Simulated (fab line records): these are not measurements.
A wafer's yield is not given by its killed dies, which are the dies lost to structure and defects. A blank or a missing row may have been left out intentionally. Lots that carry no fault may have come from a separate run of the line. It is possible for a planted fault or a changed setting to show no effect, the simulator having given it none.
Which of the tools did it?    flow gf180mcu    36 wafers from 12 lots sampled at 3 of the route's 602 steps

WHAT EACH GAUGE READ, for each wafer
GF_V5_BOW_MEAS_05. Usual: V5_BOW gives 132 um (standard deviation 11).
lot   measured      on             V5_BOW (um)  flag
L310  day 26 12:41  film_metro-02  138 132 128  
L311  day 26 18:38  film_metro-04  128 137 122  
L312  day 27 06:49  film_metro-02  136 119 131  
L318  day 29 00:31  film_metro-02  138 146 143  
L322  day 30 14:25  film_metro-04  129 127 122  
L323  day 30 21:38  film_metro-02  132 138 141  
L324  day 31 05:22  film_metro-04  130 141 126  
L325  day 31 09:56  film_metro-04  133 122 133  
L327  day 31 19:06  film_metro-02  158 146 151  
L329  day 32 08:24  film_metro-04  120 127 123  
L330  day 32 09:40  film_metro-02  146 137 142  
L331  day 32 15:02  film_metro-01  120 115 118  

GF_V5_OVL_MEAS_15. Usual: V5_OVL gives 1 nm (standard deviation 4.7).
lot   measured      on          V5_OVL (nm)  flag
L310  day 27 09:26  overlay-02  11 5 -1      
L311  day 27 14:40  overlay-01  6 2 4        
L312  day 28 02:55  overlay-01  8 -1 7       
L318  day 29 19:54  overlay-02  -3 -6 -1     
L322  day 31 08:51  overlay-02  -9 -7 -7     
L323  day 31 15:02  overlay-02  0 4 -7       
L324  day 31 22:55  overlay-01  8 -1 2       
L325  day 32 02:45  overlay-01  8 0 4        
L327  day 32 12:07  overlay-02  -5 -5 -1     
L329  day 33 01:06  overlay-02  4 6 10       
L330  day 33 02:11  overlay-01  -5 7 -2      
L331  day 33 07:20  overlay-01  -3 -6 5      

WHICH TOOL RAN EACH LOT (tool, then ch and the chambers of the sampled wafers, then the start)
lot   GF_V5_COAT_09
L310  litho_track-03 ch 0, day 26 22:00
L311  litho_track-03 ch 0, day 27 04:00
L312  litho_track-02 ch 0, day 27 16:00
L318  litho_track-02 ch 0, day 29 09:00
L322  litho_track-01 ch 0, day 30 23:00
L323  litho_track-02 ch 0, day 31 05:00
L324  litho_track-02 ch 0, day 31 14:00
L325  litho_track-02 ch 0, day 31 18:00
L327  litho_track-03 ch 0, day 32 03:00
L329  litho_track-03 ch 0, day 32 16:00
L330  litho_track-03 ch 0, day 32 17:00
L331  litho_track-01 ch 0, day 32 22:00
- GF_V5_COAT_09: resist thk 1000 nm.

AS READ BY THE TOOLS THEMSELVES (means over the sampled wafers that have a number; for cases with no such wafer, the mark the record gives instead)
The record holds no such reading with a usual standard deviation.

THE ANSWER, worked out from the rows above alone
Rule: lot off if the mean of its wafers having a number is beyond 3 standard deviations from the usual mean. A lot without any number at a reading at which 4 lots or more have one is off too. Where the step has rows for the other lots, those lots are counted as sound. The gauges are gone through in route order, then the tools' own readings, and for those a lot's mean is taken as printed above. The first step at which some lot is off is used, and at that step the reading that is off furthest; a lot without a number counts as furthest.
None of the lots is off at any reading shown; this tells nothing.

WHAT THE SIMULATOR PUT IN
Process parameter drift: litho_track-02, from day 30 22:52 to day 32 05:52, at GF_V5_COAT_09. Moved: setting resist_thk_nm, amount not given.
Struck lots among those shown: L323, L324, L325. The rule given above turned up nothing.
